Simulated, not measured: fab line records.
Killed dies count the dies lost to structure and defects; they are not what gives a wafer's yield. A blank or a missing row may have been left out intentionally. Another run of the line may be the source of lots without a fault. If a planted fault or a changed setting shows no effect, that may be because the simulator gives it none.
fab line records	flow sky130
record lots=4	wafers=12	lastDay=49
route steps=708 shown METAL2@497 VIA2@507 METAL3@532 CAPM@537
lots untouched by any fault: they come from a run of this same line in which no faults occurred
startH: the number of hours between the record's first day and the start of the first shown wafer of the lot	waitH: time in hours since the lot's previous step	" as in the row above	L1.1+2: a row that stands for several wafers	- either no value or no given start	* or withheld: withheld	< > ~ a bound
route shown NAME@n: names a module that has steps shown in the file, with the first one's number in the route	usual: mean and standard deviation over wafers with no fault	same: alike in all rows	chamber/n: place in a boat	sites: readings site by site	_std_site: the standard deviation of these	_edge_site: mean of outer sites minus mean of inner sites	radiusMm: for every site, how far away it sits from the centre of the wafer	mask NAME#n: copy n	behind: tool/chamber where the wafer was last shaped	hold: reason for holding the lot/hours on hold/outcome of the hold	device: the n, p or np transistor that did not switch	end of line: at the end of the route, the tests of the same wafers	a step given without rows: its recipe and nothing more	killed: dies lost to structure and defects at the first sort, not the wafer's yield	map: shows each die of a wafer: x if killed, . if not, _ if none is there
set.NAME: the setting that was run; set.NAME@STEP: the one run at that earlier step	model.NAME: the simulator's own value behind a step, which no gauge read
a table for each step, a row for each wafer; lots at some steps of the route
services: a tool's chamber out of use, with start hour (startH, from the record's first day; less than 0 if before it), hours out, and reason
## steps
# step SKY_METAL2_DEVELOP_14
# recipe developTimeS=60	resist=KrF-thick	devTempC=21
# step SKY_METAL2_DESCUM_17
# recipe chemistry=O2	sourcePowerW=150	biasPowerW=0	pressureMtorr=10	tempC=40	timeS=8
# step SKY_METAL2_ETCH_18
# recipe chemistry=N2/H2	target=BARC	ionEnergyEv=200	biasW=100	pressureMtorr=30	n2FlowSccm=100	h2FlowSccm=200	icpW=500	stopOn=SiO2	timeS=45.9	targetDepthA=600
# step SKY_METAL2_METAL_ETCH_19
# recipe targetDepthA=3600	stopOn=SiO2	overEtchFrac=0.3	timeS=78	chemistry=Cl2/BCl3	resistSidewallDeg=88	pressureMtorr=10	icpW=900	biasW=48.5	Cl2_flow_sccm=60	bcl3FlowSccm=30
# step SKY_METAL2_STRIP_20
# recipe chemistry=O2/N2	powerW=1400	pressureMtorr=1500	platenTempC=withheld	o2FlowSccm=3000	n2FlowSccm=300	overashFraction=0.5
# step SKY_METAL2_STRIP_21
# recipe chemistry=postEtchResidueRemover	timeS=1200	tempC=72.5
# step SKY_METAL2_CLEAN_22
# recipe chemistry=IPA	timeS=180	tempC=25
# step SKY_METAL2_CLEAN_23
# recipe chemistry=O3/DIW	dry=n2Spin
# step SKY_VIA2_HDPCVD_00
# recipe material=SiO2	targetThkNm=1180	sigmaOpenFrac=0.3	timeS=196.7	tempC=400	sih4FlowSccm=60	pressureMtorr=6
# step SKY_VIA2_CMP_02
# recipe material=SiO2	downForcePsi=4	platenRpm=60	padVelocityMS=0.94248
# usual headPressurePsi=4.000/0.0078	motorCurrentA=12.7/1.1
lot.wafer	tool	chamber	startH	waitH	headPressurePsi	motorCurrentA	model.SiO2_of_VIA2_HDPCVD_00.thkNm
L266.2	cmp-02	3	854.39	0.2	4.012	12.5	495.4
L266.5	"	0	"	"	3.986	13.8	493.3
L266.6	"	1	"	"	3.993	11.7	494.6
L270.4	cmp-02	0	880.81	0.0	3.983	13.9	444.2
L270.1	"	1	"	"	4.003	12.0	444.8
L270.2	"	2	"	"	4.008	12.5	443.9
L269.3	cmp-02	1	881.32	0.1	3.999	11.0	444.2
L269.2	"	2	"	"	3.997	11.8	444
L269.6	"	3	"	"	3.993	13.7	444.3
L280.4	cmp-01	2	954.66	0.1	3.995	12.6	494.9
L280.2	"	0	"	"	4.016	14.4	495.3
L280.6	"	1	"	"	4.005	13.3	493.6
# step SKY_VIA2_DEHYDRATE_04
# recipe tempC=200	timeS=60
# step SKY_VIA2_HMDS_05
# recipe primeTimeS=60	primeTempC=120
# step SKY_VIA2_COAT_06
# recipe resist=BARC	tempC=withheld	timeS=withheld	spinRpm=3000	resistThkNm=60
# step SKY_VIA2_COAT_07
# recipe resist=KrF-thick	spinRpm=3000	resistThkNm=450
# step SKY_VIA2_SOFTBAKE_08
# recipe tempC=100	timeS=90	resist=KrF-thick
# step SKY_VIA2_EXPOSE_09
# recipe maskId=VIM2	na=0.8	sourceShape=annular	sigmaInner=0.55	sigmaOuter=0.85	targetCdNm=200	doseMj=38
# step SKY_VIA2_PEB_10
# recipe pebTempC=withheld	pebTimeS=withheld	resist=KrF-thick
# step SKY_VIA2_DEVELOP_11
# recipe developTimeS=58.6	resist=KrF-thick	devTempC=21
# step SKY_VIA2_ETCH_14
# recipe chemistry=N2/H2	target=BARC	ionEnergyEv=200	sourceW=500	biasW=100	pressureMtorr=30	n2FlowSccm=100	h2FlowSccm=200	stopOn=SiO2	timeS=45.9	targetDepthA=600
# step SKY_VIA2_ETCH_15
# recipe target=SiO2	chemistry=C4F8/O2/Ar	targetDepthNm=546	stopOn=TiN	maskMaterial=KrF-thick	sourceW=1500	biasW=1200	pressureMtorr=40	c4f8FlowSccm=withheld	O2_flow_sccm=6	Ar_flow_sccm=300	timeS=84
# usual oesProductAu=0.939/0.0049
lot.wafer	tool	chamber	startH	waitH	oesProductAu	model.etch.depthNm	model.VIA2.featureDepthNm
L266.2	rieDiel-01	1	881.14	0.0	0.944	495.4	495.4
L266.5	"	1	"	"	0.937	493.3	493.3
L266.6	"	2	"	"	0.949	494.6	494.6
L270.1	rieDiel-01	3	907.84	0.0	0.879	444.8	444.8
L270.2	"	1	"	"	0.881	443.9	443.9
L270.4	"	2	"	"	0.881	444.2	444.2
L269.2	rieDiel-03	3	908.22	0.0	0.887	444	444
L269.3	"	1	"	"	0.887	444.2	444.2
L269.6	"	2	"	"	0.883	444.3	444.3
L280.2	rieDiel-04	2	979.23	0.0	0.936	495.3	495.3
L280.4	"	1	"	"	0.946	494.9	494.9
L280.6	"	0	"	"	0.948	493.6	493.6
# step SKY_VIA2_STRIP_16
# recipe chemistry=O2/N2	powerW=1400	pressureMtorr=1500	platenTempC=withheld	o2FlowSccm=3000	n2FlowSccm=300	overashFraction=0.5
# step SKY_VIA2_STRIP_17
# recipe chemistry=postEtchResidueRemover	timeS=1200	tempC=72.5
# step SKY_VIA2_CLEAN_18
# recipe chemistry=IPA	timeS=180	tempC=25
# step SKY_VIA2_CLEAN_19
# recipe chemistry=O3/DIW	dry=n2Spin
# step SKY_VIA2_SPUTTER_20
# recipe material=TiN	targetThkNm=20	chamberPressurePa=5	powerW=4000	timeS=80
# step SKY_VIA2_CVD_21
# recipe material=W	targetThkNm=420	timeS=126.4	tempC=400	pressureTorr=40
# step SKY_VIA2_CMP_24
# recipe stopOn=SiO2	tOverpolishS=20	downForcePsi=3.5	platenRpm=60	targetThkNm=0	padVelocityMS=0.94248
# step SKY_METAL3_SPUTTER_00
# recipe material=Ti	targetThkNm=15	powerW=3000	timeS=10	chamberPressurePa=0.4
# step SKY_METAL3_SPUTTER_01
# recipe material=TiN	targetThkNm=20	powerW=6500	timeS=16.7	chamberPressurePa=0.4
# step SKY_METAL3_SPUTTER_02
# recipe material=AlCu	targetThkNm=735	powerW=10600	timeS=37.31	chamberPressurePa=0.4
# step SKY_METAL3_SPUTTER_03
# recipe material=Ti	targetThkNm=5	powerW=3000	timeS=3.3	chamberPressurePa=0.4
# step SKY_METAL3_SPUTTER_04
# recipe material=TiN	targetThkNm=70	powerW=6500	timeS=58.3	chamberPressurePa=0.4
# step SKY_CAPM_CVD_00
# recipe material=SiO2	targetThkNm=15.5	tempC=400	timeS=withheld	rfW=450
# step SKY_METAL3_METAL_ETCH_18
# recipe targetDepthA=8450	stopOn=SiO2	overEtchFrac=0.3	timeS=183.1	chemistry=Cl2/BCl3	resistSidewallDeg=88	pressureMtorr=10	icpW=900	biasW=48.5	Cl2_flow_sccm=60	bcl3FlowSccm=30
# usual drypumpMotorCurrentA=5.65/0.18	oesProductAu=0.846/0.0058	throttleValvePct=22.265/0.0092
lot.wafer	tool	chamber	startH	waitH	drypumpMotorCurrentA	oesProductAu	rfHoursCounterH	throttleValvePct	model.SiO2_of_VIA2_HDPCVD_00.thkNm
L266.2	rieMetal-03	1	934.27	0.0	5.83	0.842	18	22.260	466.5
L266.5	"	1	"	"	5.81	0.844	-	22.258	464.2
L266.6	"	0	"	"	5.64	0.841	-	22.254	464.4
L270.1	rieMetal-03	1	958.99	0.0	5.81	0.845	0	22.272	415.1
L270.2	"	0	"	"	5.66	0.846	3	22.258	413.7
L270.4	"	1	"	"	5.81	0.851	-	22.247	414.6
L269.2	rieMetal-02	1	959.34	0.0	5.81	0.854	4	22.257	414.2
L269.3	"	0	"	"	5.69	0.848	-	22.284	414.4
L269.6	"	0	"	"	5.70	0.856	-	22.252	414.4
L280.2	rieMetal-03	0	1028.52	0.0	5.65	0.845	8	22.267	464.9
L280.4	"	1	"	"	5.80	0.852	-	22.266	465.4
L280.6	"	0	"	"	5.61	0.853	-	22.255	463.3
## services
tool	chamber	startH	hours	kind
rieDiel-04	1	842.55	1.2	repair
rieDiel-04	1	855.57	3.2	repair
cmp-01	-	879.76	11.5	repair
rieDiel-01	3	895.26	4.2	repair
cmp-01	-	904.95	2.4	repair
rieMetal-03	0	910.29	-	clean
cmp-01	-	912.00	4.0	pm
rieDiel-04	0	917.22	4.2	repair
cmp-01	-	932.72	3.7	repair
rieDiel-01	-	936.06	0.4	repair
cmp-02	-	941.84	3.0	repair
rieDiel-03	1	945.25	7.9	repair
cmp-02	-	950.30	9.6	repair
rieDiel-01	1	958.56	2.4	repair
rieDiel-04	-	969.63	2.8	pm
rieDiel-04	2	972.43	2.5	repair
cmp-01	-	979.45	0.2	repair
cmp-01	-	980.92	1.7	repair
cmp-01	-	982.61	6.2	pm
rieDiel-04	3	986.15	2.4	repair
rieMetal-03	-	990.32	4.3	pm
rieDiel-03	1	1007.15	3.2	repair
rieDiel-03	0	1016.72	8.5	repair
rieDiel-03	3	1027.59	5.9	repair
## key
firstSign step=SKY_VIA2_ETCH_15	reading=oesProductAu	direction=down	sigmas=11	usual=0.939	struck=0.883
effect none on later readings
modelEffect step=SKY_VIA2_CMP_02	value=SiO2_of_VIA2_HDPCVD_00.thkNm	without=493.7	struck=444.2
modelEffect step=SKY_VIA2_ETCH_15	value=etch.depthNm	without=493.7	struck=444.2
modelEffect step=SKY_METAL3_METAL_ETCH_18	value=SiO2_of_VIA2_HDPCVD_00.thkNm	without=463.9	struck=414.4
metAt SKY_VIA2_CMP_02
struckWafers L269.2,L269.3,L269.6,L270.1,L270.2,L270.4
onsetBetween 854.39 880.81
fault kind=processParameterDrift	tool=cmp-02	chamber=-	onsetH=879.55	steps=SKY_VIA2_CMP_02	channel=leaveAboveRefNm	offset=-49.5	shape=step	endH=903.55	actsIn=theseRecipesOnly	stated=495
